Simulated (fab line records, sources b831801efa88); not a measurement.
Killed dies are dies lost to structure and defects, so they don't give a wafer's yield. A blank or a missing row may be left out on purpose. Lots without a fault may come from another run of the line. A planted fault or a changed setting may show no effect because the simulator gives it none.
Chamber matching | flow gf180mcu | GF_M5_ETCH_09 on rie_diel-04: 4 sister chambers
The step etches Si3N4 in CF4/O2, target depth 52 nm, time 11.6 s. 4 wafers are shown with their chamber, then 7 later ones without.

WAFERS WITH THEIR CHAMBER
wafer  | chamber | rf_fwd_power_W (W)
L733.1 | 2       | 786
L740.4 | 1       | 784
L741.4 | 0       | 784
L741.5 | 3       | 779

WAFERS WITHOUT THEIR CHAMBER
wafer  | rf_fwd_power_W (W)
L741.6 | 787
L744.2 | 788
L744.3 | 784
L744.6 | 784
L745.3 | 791
L745.4 | 781
L745.5 | 783

WHICH CHAMBER EACH WENT THROUGH
wafer  | from the rows above               | in truth
L741.6 | can't be placed: 2 or 0 or 1      | 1
L744.2 | can't be placed: 2 or 0 or 1      | 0
L744.3 | can't be placed: 0 or 1 or 2      | 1
L744.6 | can't be placed: 0 or 1 or 2      | 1
L745.3 | can't be placed: 2 or 0 or 1      | 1
L745.4 | can't be placed: 3 or 0 or 1 or 2 | 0
L745.5 | can't be placed: 0 or 1 or 2 or 3 | 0
Placed correctly: 0 of 7. Can't be placed from these rows: 7 (the true chamber is among the candidates in 7). Placed wrongly: 0.
How it was worked out, from the rows above alone: a wafer's distance from a chamber is the root of the sum, over the readings, of the square of ((its reading less the chamber's mean) divided by the reading's scatter). The wafer belongs to the nearest chamber; if the next one is less than 2 further off, it can't be placed. A chamber's mean is the mean of its shown wafers. The scatter: with one shown wafer a chamber, the root of the mean of the squares of how far each hidden wafer lies from its nearest shown one.
